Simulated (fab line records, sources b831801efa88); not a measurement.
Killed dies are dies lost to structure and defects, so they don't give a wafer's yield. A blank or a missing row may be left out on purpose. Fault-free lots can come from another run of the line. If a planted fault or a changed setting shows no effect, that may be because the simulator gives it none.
A struck lot beside a sound one :: flow sky130 :: 15 steps out of a route of 708
Sound: wafers L286.3, L286.4, L286.6. The struck wafers were L270.3, L270.4, L270.6. The cause is given at the end.
At each step with rows: each side's tool, then ch and its chambers, then its first start. Under that, the readings that differ: sound wafers :: struck wafers :: difference of the means :: sigmas: that difference in standard deviations of wafers without a fault.
alike: same words and numbers on both sides, and readings whose means sit less than 2 such deviations apart. not compared: any withheld reading, any reading some wafer has no value for, any bound like >300 that may hide the same value, and any number with overlapping values for which the record gives no deviation.
Wherever a step has rows on one side only, a row that says differs or no value, or a row with sigmas, the two part there. Numbers that don't overlap but have no deviation are shown without sigmas and don't part them. A reading that every wafer of one side lacks parts them only if that side has two wafers or more.

SKY_VIA2_STRIP_16: strips in O2/N2.
  sound on plasmaAsher-02 ch 0,1, day 42 10:20; struck on plasmaAsher-01 ch 0,1, day 38 16:59
  alike: drypumpMotorCurrentA, oesProductAu, stripTimeToEndpointS
  not compared: rfHoursCounterH
then, 3 steps without rows for these wafers: SKY_VIA2_STRIP_17 (strips in post etch residue remover, time 1200 s); SKY_VIA2_CLEAN_18 (cleans in IPA, time 180 s); SKY_VIA2_CLEAN_19 (cleans in O3/DIW).
SKY_VIA2_SPUTTER_20: material TiN, target thk 20 nm, time 80 s.
  struck on pvdSputter-02, day 38 17:35; sound on pvdSputter-02, day 42 10:54
  alike: throttleValvePct
SKY_VIA2_CVD_21: deposits W, target thk 420 nm, time 126.4 s.
  sound on cvdW-02 ch 0,1, day 42 11:00; struck on cvdW-02 ch 0,1, day 38 17:41
  alike: heaterPowerW
SKY_VIA2_RS_MEAS_22: measures by four-point-probe.
  struck on filmMetro-01, day 38 17:49; sound on filmMetro-01, day 42 11:08
  alike: VIA2_W_RS
SKY_VIA2_THK_MEAS_23: measures by xrf.
  struck on filmMetro-01, day 38 17:55; sound on filmMetro-01, day 42 11:14
  alike: VIA2_W_THK
SKY_VIA2_CMP_24: polishes, stops on SiO2, t overpolish 20 s, target thk 0 nm.
  sound on cmp-02 ch 2,3, day 42 11:16; struck on cmp-01 ch 0,1, day 38 17:58
  alike: motorCurrentA, overpolishRunS, timeToEndpointS
then, 2 steps without rows for these wafers: SKY_METAL3_SPUTTER_00 (material Ti, target thk 15 nm, time 10 s); SKY_METAL3_SPUTTER_01 (material TiN, target thk 20 nm, time 16.7 s).
SKY_METAL3_SPUTTER_02: material AlCu, target thk 735 nm, time 39.1 s.
  struck on pvdSputter-03, day 38 18:18; sound on pvdSputter-03, day 42 11:37
  alike: throttleValvePct
SKY_METAL3_SPUTTER_03: material Ti, target thk 5 nm, time 3.3 s.
  struck on pvdSputter-03, day 38 18:20; sound on pvdSputter-03, day 42 11:40
reading: model.Ti_of_METAL3_SPUTTER_03.thkNm (nm)
sound: 5.173 5.066 5.124
struck: 8.111 8.383 8.264
difference: +3.132
sigmas: 
  alike: throttleValvePct
then, 1 step without rows for these wafers: SKY_METAL3_SPUTTER_04 (material TiN, target thk 70 nm, time 58.3 s).
-- the record jumps here: 9 days lie between the struck wafers' starts before and after (it left off in module METAL3 and takes up again in module PAD_OPEN, whose first step shown is number 708 of the route) --
SKY_PAD_OPEN_PROBE_99:
  struck on prober-02, day 47 15:32; sound on prober-02, day 50 14:06
  alike: defectLimitedYield, killed_at_M0_to_M3, killed_at_M4_up, killedAtContacts, killedAtFrontEnd, killedAtOther, killedDies, killedOpen, killedShort, sort_bin_3_pad_short, sort_bin_5_function, sort_bin_6_memory, sortNPass, sortYieldPct

## WHERE THEY PART
Nowhere in this record.

WHY: what had been put in by the simulator
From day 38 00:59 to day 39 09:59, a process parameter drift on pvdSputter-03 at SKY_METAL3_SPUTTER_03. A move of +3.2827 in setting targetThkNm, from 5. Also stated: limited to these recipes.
